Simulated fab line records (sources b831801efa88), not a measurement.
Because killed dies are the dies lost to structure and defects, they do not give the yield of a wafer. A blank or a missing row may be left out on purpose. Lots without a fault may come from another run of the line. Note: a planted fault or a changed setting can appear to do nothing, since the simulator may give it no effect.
A lot that was struck, set against a sound lot :: flow sky130 :: 15 steps out of a route of 708
Sound: wafers L644.1, L644.4, L644.6. Struck: wafer L647.6. (L647.3, L647.4 of the same lot were not struck and are left out.) The cause comes at the end.
Per side, at each step with rows, come the tool, then ch with its chambers, and then its first start. Under that, the readings that differ: sound wafers :: struck wafers :: difference of the means :: sigmas: that difference in standard deviations of wafers without a fault.
alike: words and numbers the same on both sides, and readings whose means are apart by under 2 such deviations; not compared: readings that were withheld, readings missing a value for some wafer, numbers with overlapping values and no deviation given by the record, and bounds like >300 which may hide the same value.
Wherever a step has rows on one side only, a row that says differs or no value, or a row with sigmas, the two part there. Numbers that don't overlap but have no deviation are shown without sigmas and don't part them. Lack of a reading on every wafer of one side parts them only where that side has two or more wafers.

first, 3 steps without rows for these wafers: SKY_VIA2_STRIP_17 (strips in post etch residue remover, time 1200 s); SKY_VIA2_CLEAN_18 (cleans in IPA, time 180 s); SKY_VIA2_CLEAN_19 (cleans in O3/DIW).
SKY_VIA2_SPUTTER_20: material TiN, target thk 20 nm, time 80 s.
  sound: pvd_sputter-03 at day 40 06:38; struck: pvd_sputter-04 at day 41 02:32
reading: throttle_valve_pct (%)
sound: 29.1 29.1 28.8
struck: 32.0
difference: +3.0
sigmas: +3
then, 1 step without rows for these wafers: SKY_VIA2_CVD_21 (deposits W, target thk 420 nm, time 126.4 s).
SKY_VIA2_RS_MEAS_22: measurement is done with a four-point probe.
  sound: film_metro-02 at day 40 06:49; struck: film_metro-02 at day 41 02:46
  alike: VIA2_W_RS
SKY_VIA2_THK_MEAS_23: measures by xrf.
  sound: film_metro-02 at day 40 06:56; struck: film_metro-02 at day 41 02:52
  alike: VIA2_W_THK
then, 1 step without rows for these wafers: SKY_VIA2_CMP_24 (polishes, stops on SiO2, t overpolish 20 s, target thk 0 nm).
SKY_METAL3_SPUTTER_00: material Ti, target thk 15 nm, time 10 s.
  sound: pvd_sputter-03 at day 40 07:18; struck: pvd_sputter-03 at day 41 03:13
  alike: throttle_valve_pct
SKY_METAL3_SPUTTER_01: material TiN, target thk 20 nm, time 16.7 s.
  sound: pvd_sputter-03 at day 40 07:19; struck: pvd_sputter-03 at day 41 03:14
  alike: throttle_valve_pct
SKY_METAL3_SPUTTER_02: material AlCu, target thk 735 nm, time 39.1 s.
  sound: pvd_sputter-03 at day 40 07:21; struck: pvd_sputter-03 at day 41 03:16
  alike: throttle_valve_pct
SKY_METAL3_SPUTTER_03: material Ti, target thk 5 nm, time 3.3 s.
  sound: pvd_sputter-03 at day 40 07:23; struck: pvd_sputter-03 at day 41 03:18
  alike: throttle_valve_pct
SKY_METAL3_SPUTTER_04: material TiN, target thk 70 nm, time 58.3 s.
  sound: pvd_sputter-03 at day 40 07:25; struck: pvd_sputter-03 at day 41 03:19
reading: model.TiN_of_METAL3_SPUTTER_04.thk_nm (nm)
sound: 70.7 68.74 69.89
struck: 74.41
difference: +4.63
sigmas: 
  alike: throttle_valve_pct
then, 1 step without rows for these wafers: SKY_CAPM_CVD_00 (deposits SiO2, target thk 15.5 nm).
SKY_PAD_OPEN_PROBE_99:
  the record has rows for the sound wafers here (prober-01, day 49 00:40) and none for the struck ones

## WHERE THEY PART
First at SKY_VIA2_SPUTTER_20; last, within this record, at SKY_PAD_OPEN_PROBE_99.

WHY: whatever the simulator had introduced
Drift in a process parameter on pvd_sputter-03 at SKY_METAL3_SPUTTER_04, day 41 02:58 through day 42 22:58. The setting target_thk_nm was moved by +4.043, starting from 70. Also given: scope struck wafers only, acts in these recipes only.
